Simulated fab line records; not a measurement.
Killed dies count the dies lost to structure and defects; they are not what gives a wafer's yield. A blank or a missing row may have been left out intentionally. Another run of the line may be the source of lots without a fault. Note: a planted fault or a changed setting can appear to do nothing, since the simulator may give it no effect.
Chamber matching ; flow sky130 ; hdpcvd-02 running SKY_VIA3_HDPCVD_00: 3 sister chambers
The step deposits SiO2, target thk 1635 nm, time 272.5 s. 3 wafers are shown with their chamber, then 9 later ones without.

## EACH WAFER AND ITS CHAMBER
wafer;chamber;runLengthS (s)
L467.4;1;300.4
L477.4;0;301.0
L477.5;2;299.8

## WAFERS WITH NO CHAMBER GIVEN
wafer;runLengthS (s)
L479.3;300.7
L479.4;300.3
L479.6;300.5
L480.3;300.3
L480.4;300.0
L480.5;300.1
L488.1;301.6
L488.4;300.7
L488.6;299.7

## EACH ONE'S CHAMBER
wafer;from the rows above;in truth
L479.3;can't be placed: 0 or 1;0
L479.4;can't be placed: 1 or 2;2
L479.6;can't be placed: 1 or 0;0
L480.3;can't be placed: 1 or 2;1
L480.4;can't be placed: 2 or 1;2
L480.5;can't be placed: 1 or 2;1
L488.1;0;0
L488.4;can't be placed: 0 or 1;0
L488.6;2;2
Placed correctly: 2 of 9. From these rows, 7 cannot be placed; in 7 the true chamber is one of the candidates. 0 placed wrongly.
How it was worked out, from the rows above alone: a wafer's distance from a chamber is the root of the sum, over the readings, of the square of ((its reading less the chamber's mean) divided by the reading's scatter). If the next closest chamber is less than 2 further off than the closest, the wafer can't be placed; otherwise it belongs to the closest. For every chamber, the mean is computed from those of its wafers that are shown. The scatter: root of mean squared gap, hidden wafer to nearest shown wafer, with one shown wafer a chamber.
